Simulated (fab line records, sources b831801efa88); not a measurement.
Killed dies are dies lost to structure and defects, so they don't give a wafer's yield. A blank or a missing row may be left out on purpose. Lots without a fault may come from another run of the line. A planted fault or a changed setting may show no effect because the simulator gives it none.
Tool commonality check | flow sky130 | 13 lots, 39 wafers sampled

WHY IT WAS OPENED
At SKY_LDD_P_TW_MEAS_11 the reading LDD_P_TW is flagged on 2 of 13 lots. Wafers without a fault read 632, standard deviation 5.5.
Rule: a lot is flagged when every wafer of it that has a number lies more than 4 standard deviations from that mean, or none has a number. The other lots count as sound.

lot  | measured     | on            | LDD_P_TW, wafer by wafer | flag
L953 | day 19 08:44 | film_metro-02 | 639 638 638              |
L956 | day 20 06:13 | film_metro-01 | 623 623 625              |
L957 | day 20 20:23 | film_metro-04 | 634 632 632              |
L958 | day 21 01:20 | film_metro-04 | 632 630 636              |
L959 | day 21 08:35 | film_metro-01 | 628 627 628              |
L961 | day 21 23:31 | film_metro-04 | 632 631 628              |
L962 | day 22 15:25 | film_metro-02 | 633 637 637              |
L963 | day 22 22:04 | film_metro-01 | 626 626 630              |
L965 | day 23 12:05 | film_metro-01 | 626 626 626              |
L968 | day 24 13:26 | film_metro-04 | 638 636 637              |
L972 | day 25 21:40 | film_metro-04 | 314 318 318              | FLAGGED
L974 | day 26 18:17 | film_metro-02 | 308 311 309              | FLAGGED
L976 | day 27 00:38 | film_metro-01 | 630 629 627              |
The numbers of the flagged lots are 313 on average: -319 against the usual, or -58 standard deviations.

WHICH TOOL RAN EACH LOT
The record holds 1 process step before the reading, out of a route of 708 steps. In each cell: the tool, then ch and the chambers that the sampled wafers went through, then the start.
lot  | flag    | SKY_LDD_P_IMPLANT_09
L953 |         | implanter-03 ch 0, day 19 08:29
L956 |         | implanter-03 ch 0, day 20 05:58
L957 |         | implanter-01 ch 0, day 20 20:08
L958 |         | implanter-04 ch 0, day 21 01:06
L959 |         | implanter-04 ch 0, day 21 08:23
L961 |         | implanter-01 ch 0, day 21 23:16
L962 |         | implanter-01 ch 0, day 22 15:10
L963 |         | implanter-03 ch 0, day 22 21:49
L965 |         | implanter-01 ch 0, day 23 11:51
L968 |         | implanter-03 ch 0, day 24 13:11
L972 | FLAGGED | implanter-01 ch 0, day 25 21:25
L974 | FLAGGED | implanter-01 ch 0, day 26 18:02
L976 |         | implanter-04 ch 0, day 27 00:24
What these steps do:
- SKY_LDD_P_IMPLANT_09
- SKY_LDD_P_TW_MEAS_11

FLAGGED OVER TOTAL, TOOL BY TOOL (the gauges that took the reading come last)
step                 | tool          | lots run | flagged | share of the flagged lots | sound lots run after its first flagged lot
SKY_LDD_P_IMPLANT_09 | implanter-01  | 6        | 2       | all                       | 0
SKY_LDD_P_IMPLANT_09 | implanter-03  | 4        | 0       | none                      | -
SKY_LDD_P_IMPLANT_09 | implanter-04  | 3        | 0       | none                      | -
SKY_LDD_P_TW_MEAS_11 | film_metro-01 | 5        | 0       | none                      | -
SKY_LDD_P_TW_MEAS_11 | film_metro-02 | 3        | 1       | some                      | 0
SKY_LDD_P_TW_MEAS_11 | film_metro-04 | 5        | 1       | some                      | 0

WHAT THE TABLE ALLOWS
1 row of the table ran every flagged lot: implanter-01 at SKY_LDD_P_IMPLANT_09.
- implanter-01 at SKY_LDD_P_IMPLANT_09: 2 of its 6 lots flagged. Its last sound lot is L965 (day 23 11:51), its first flagged lot L972 (day 25 21:25): a fault that began between those two fits. Its own readings lie more than 4 standard deviations out on every wafer of the flagged lots: dose_ions_cm2, faraday_current_uA.
One tool is left: implanter-01 at SKY_LDD_P_IMPLANT_09.

WHAT THE SIMULATOR HAD PUT IN
Process parameter drift: implanter-01, from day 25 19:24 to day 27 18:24, at SKY_LDD_P_IMPLANT_09. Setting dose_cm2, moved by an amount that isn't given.
Lots struck among those shown: L972, L974. The rule above found the same.
